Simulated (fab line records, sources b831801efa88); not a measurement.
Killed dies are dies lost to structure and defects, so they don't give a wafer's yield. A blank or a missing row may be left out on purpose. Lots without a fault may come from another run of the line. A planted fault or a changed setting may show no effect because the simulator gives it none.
fab line records | flow sky130 | part 2 of 2: steps 30 to 38 of 38
record lots=5 wafers=15 last_day=50
route steps=708 shown LDD_HVP@286 LDD_LDN@289 SPACER@304 POLY_CUT@307 SD_P@320
lots that met no fault: from a run of the same line without faults
start_h: hours from the record's first day to the start of the lot's first wafer shown | wait_h: hours since the lot's step before | " the same as in the row above | L1.1+2: a row that stands for several wafers | - no value, or no start given | * or withheld: withheld | < > ~ a bound
route shown NAME@n: a module of which the file shows steps, and the number in the route of the first | usual: mean/standard deviation of fault-free wafers | same: alike in all rows | chamber/n: place in a boat | sites: the reading at each site | _std_site: their standard deviation | _edge_site: outer sites' mean less inner sites' | radius_mm: how far each site lies from the wafer's centre | mask NAME#n: copy n | behind: the tool/chamber that last shaped the wafer | hold: why the lot was held/for how many hours/how that ended | device: the transistor (n, p or np) that didn't switch | end of line: the same wafers' tests at the end of the route | a step without rows: its recipe alone | killed: dies lost to structure and defects at the first sort, not the wafer's yield | map: a wafer's dies, x killed, . not, _ none there
set.NAME: the setting as run; set.NAME@STEP: as run at that earlier step | model.NAME: the simulator's own value behind a step, which no gauge read
lots at some steps of the route; a table a step, a row a wafer
services: from which hour (start_h, from the record's first day; less than 0 if before it) a tool's chamber was out of use, for how many hours, and why
## steps
# step SKY_POLY_CUT_CD_MEAS_08
# recipe target_cd_nm=270
# usual cd_nm=270.5/1.2
# columns lot.wafer tool chamber start_h wait_h cd_nm
L075.1 cd_sem-02 - 557.95 - 272.1
L075.4 " - " " 271.7
L075.5 " - " " 270.0
L082.4 cd_sem-01 - 643.08 - 268.9
L082.5 " - " " 269.8
L082.6 " - " " 269.4
L083.4 cd_sem-01 - 644.66 - 270.7
L083.5 " - " " 272.3
L083.6 " - " " 269.9
L088.1 cd_sem-01 - 665.75 - 270.2
L088.4 " - " " 270.6
L088.5 " - " " 270.6
L092.1 cd_sem-01 - 736.30 - 270.8
L092.4 " - " " 271.7
L092.6 " - " " 271.2
# step SKY_POLY_CUT_OVL_MEAS_09
# usual POLY_CUT_OVL=-3/6.8
# columns lot.wafer tool chamber start_h wait_h POLY_CUT_OVL[nm]
L075.1 overlay-01 - 558.07 0.1 1
L075.4 " - " " 6
L075.5 " - " " -2
L082.4 overlay-01 - 643.15 0.1 -9
L082.5 " - " " -3
L082.6 " - " " -8
L083.4 overlay-02 - 644.74 0.1 -2
L083.5 " - " " 2
L083.6 " - " " -8
L088.1 overlay-02 - 665.87 0.1 -23
L088.4 " - " " -12
L088.5 " - " " -19
L092.1 overlay-02 - 736.42 0.1 11
L092.4 " - " " 5
L092.6 " - " " 10
# step SKY_POLY_CUT_ETCH_10
# recipe chemistry=N2/H2 target=BARC ion_energy_ev=200 source_w=490.5 bias_w=100 pressure_mtorr=30 n2_flow_sccm=100 h2_flow_sccm=200 stop_on=SiO2 time_s=45.9 target_depth_a=600
# usual drypump_motor_current_A=5.5/0.48 oes_product_au=0.854/0.0052 throttle_valve_pct=13.224/0.0096
# columns lot.wafer tool chamber start_h wait_h drypump_motor_current_A oes_product_au rf_hours_counter_h throttle_valve_pct
L075.1 rie_diel-02 2 558.10 0.0 5.7 0.850 34 13.234
L075.4 " 0 " " 5.4 0.851 31 13.224
L075.5 " 2 " " 5.6 0.853 - 13.227
L082.4 rie_diel-02 0 643.17 0.0 5.4 0.852 32 13.226
L082.5 " 1 " " 5.4 0.846 - 13.213
L082.6 " 0 " " 5.4 0.850 - 13.231
L083.4 rie_diel-01 0 644.76 0.0 5.3 0.852 41 13.226
L083.5 " 2 " " 5.8 0.858 - 13.236
L083.6 " 1 " " 5.6 0.843 - 13.218
L088.1 rie_diel-01 2 665.90 0.0 5.8 0.849 3 13.218
L088.4 " 1 " " 5.6 0.854 - 13.214
L088.5 " 0 " " 5.3 0.857 - 13.244
L092.1 rie_diel-01 3 736.46 0.0 6.7 0.851 2 13.244
L092.4 " 0 " " 5.3 0.850 43 13.234
L092.6 " 3 " " 6.7 0.860 - 13.227
# step SKY_POLY_CUT_ETCH_11
# recipe target=Si3N4 chemistry=CF4/CH2F2/Ar stop_on=poly-Si source_w=600 bias_w=150 pressure_mtorr=40 cf4_flow_sccm=40 ch2f2_flow_sccm=20 Ar_flow_sccm=150 time_s=42.5 target_depth_a=600
# usual drypump_motor_current_A=5.5/0.48 oes_product_au=0.829/0.0076 throttle_valve_pct=14.996/0.0097
# columns lot.wafer tool chamber start_h wait_h drypump_motor_current_A oes_product_au rf_hours_counter_h throttle_valve_pct
L075.1 rie_diel-02 2 558.15 0.0 5.7 0.818 34 14.999
L075.4 " 0 " " 5.3 0.825 31 14.994
L075.5 " 2 " " 5.7 0.831 - 14.987
L082.4 rie_diel-02 0 643.21 0.0 5.3 0.827 32 14.997
L082.5 " 1 " " 5.4 0.830 - 14.993
L082.6 " 0 " " 5.3 0.828 - 14.996
L083.4 rie_diel-01 0 644.80 0.0 5.2 0.821 41 15.000
L083.5 " 2 " " 5.8 0.828 - 15.010
L083.6 " 1 " " 5.6 0.815 - 14.994
L088.1 rie_diel-01 2 665.95 0.0 5.8 0.844 3 15.005
L088.4 " 1 " " 5.6 0.839 - 14.980
L088.5 " 0 " " 5.3 0.830 - 14.984
L092.1 rie_diel-01 3 736.50 0.0 6.7 0.836 2 15.004
L092.4 " 0 " " 5.3 0.829 43 15.013
L092.6 " 3 " " 6.7 0.829 - 14.999
# step SKY_POLY_CUT_STRIP_12
# recipe chemistry=O2/N2 power_w=1400 pressure_mtorr=1500 platen_temp_c=withheld o2_flow_sccm=3000 n2_flow_sccm=300 overash_fraction=0.5
# usual drypump_motor_current_A=5.30/0.25 oes_product_au=0.453/0.0048 strip_time_to_endpoint_s=5.358/0.017
# columns lot.wafer tool chamber start_h wait_h drypump_motor_current_A oes_product_au rf_hours_counter_h strip_time_to_endpoint_s
L075.1 plasma_asher-01 1 558.19 0.0 4.94 0.452 77 5.350
L075.4 " 1 " " 4.91 0.457 - 5.330
L075.5 " 1 " " 4.91 0.456 - 5.337
L082.4 plasma_asher-02 0 643.29 0.1 5.41 0.454 - 5.338
L082.5 " 0 " " 5.41 0.456 - 5.363
L082.6 " 1 " " 5.21 0.453 - 5.343
L083.4 plasma_asher-01 0 644.87 0.1 5.57 0.452 - 5.384
L083.5 " 1 " " 4.90 0.451 - 5.361
L083.6 " 0 " " 5.56 0.446 - 5.364
L088.1 plasma_asher-02 0 665.99 0.0 5.42 0.449 55 5.350
L088.4 " 0 " " 5.42 0.449 - 5.342
L088.5 " 0 " " 5.42 0.456 - 5.342
L092.1 plasma_asher-02 1 736.54 0.0 5.23 0.454 62 5.395
L092.4 " 0 " " 5.43 0.454 - 5.362
L092.6 " 0 " " 5.42 0.450 - 5.366
# step SKY_SD_P_DEHYDRATE_00
# recipe temp_c=200 time_s=60
# usual plate_temp_C=200.00/0.14
# columns lot.wafer tool chamber start_h wait_h plate_temp_C
L075.1 litho_track-03 0 572.10 13.9 199.94
L075.4 " 0 " " 200.12
L075.5 " 0 " " 200.12
L082.4 litho_track-01 0 656.42 13.1 199.89
L082.5 " 0 " " 200.01
L082.6 " 0 " " 199.92
L083.4 litho_track-02 0 658.35 13.4 200.28
L083.5 " 0 " " 200.40
L083.6 " 0 " " 199.97
L088.1 litho_track-03 0 678.95 12.9 199.95
L088.4 " 0 " " 199.90
L088.5 " 0 " " 200.12
L092.1 litho_track-03 0 749.45 12.9 199.98
L092.4 " 0 " " 200.10
L092.6 " 0 " " 199.89
# step SKY_SD_P_HMDS_01
# recipe prime_time_s=60 prime_temp_c=120
# columns lot.wafer tool chamber start_h wait_h
L075.1+4+5 litho_track-03 0 572.25 0.1
L082.4+5+6 litho_track-01 0 656.57 0.1
L083.4+5+6 litho_track-02 0 658.50 0.1
L088.1+4+5 litho_track-03 0 679.10 0.1
L092.1+4+6 litho_track-03 0 749.60 0.1
# step SKY_SD_P_COAT_02
# recipe resist=NOVOLAK spin_rpm=3000 resist_thk_nm=1140
# columns lot.wafer tool chamber start_h wait_h
L075.1+4+5 litho_track-03 0 572.40 0.1
L082.4+5+6 litho_track-01 0 656.72 0.1
L083.4+5+6 litho_track-02 0 658.65 0.1
L088.1+4+5 litho_track-03 0 679.25 0.1
L092.1+4+6 litho_track-03 0 749.75 0.1
# step SKY_SD_P_SOFTBAKE_03
# recipe temp_c=90 time_s=60 resist=NOVOLAK
# usual plate_temp_C=89.99/0.12
# columns lot.wafer tool chamber start_h wait_h plate_temp_C
L075.1 litho_track-03 0 572.55 0.1 89.86
L075.4 " 0 " " 89.89
L075.5 " 0 " " 89.72
L082.4 litho_track-01 0 656.87 0.1 90.10
L082.5 " 0 " " 89.94
L082.6 " 0 " " 89.93
L083.4 litho_track-02 0 658.80 0.1 90.07
L083.5 " 0 " " 90.05
L083.6 " 0 " " 90.12
L088.1 litho_track-03 0 679.40 0.1 90.02
L088.4 " 0 " " 89.90
L088.5 " 0 " " 90.23
L092.1 litho_track-03 0 749.90 0.1 89.85
L092.4 " 0 " " 90.03
L092.6 " 0 " " 89.83
## services
# columns tool chamber start_h hours kind
implanter-02 - 473.90 2.6 repair
implanter-02 - 484.22 0.7 repair
rie_diel-02 0 484.62 33.4 repair
plasma_asher-04 - 492.16 4.3 pm
implanter-02 - 492.98 3.8 pm
krf_scanner-02 - 493.10 1.3 pm
krf_scanner-02 - 494.77 6.1 repair
rie_diel-01 2 499.96 4.3 repair
plasma_asher-04 - 501.67 2.8 pm
krf_scanner-02 - 502.46 1.0 pm
plasma_asher-02 - 514.17 1.6 repair
iline_stepper-01 - 530.71 4.4 pm
plasma_asher-01 - 567.11 1.7 repair
plasma_asher-02 - 592.99 2.8 pm
krf_scanner-02 - 593.73 0.8 pm
implanter-02 - 630.34 5.3 repair
rie_diel-02 0 648.24 3.9 repair
lpcvd-02 - 665.17 2.8 pm
rie_diel-02 1 665.34 13.0 repair
iline_stepper-01 - 680.34 1.7 pm
rie_diel-02 3 681.63 9.6 repair
rie_diel-02 2 712.88 19.9 repair
implanter-02 - 723.62 1.6 repair
implanter-03 - 726.40 0.7 repair
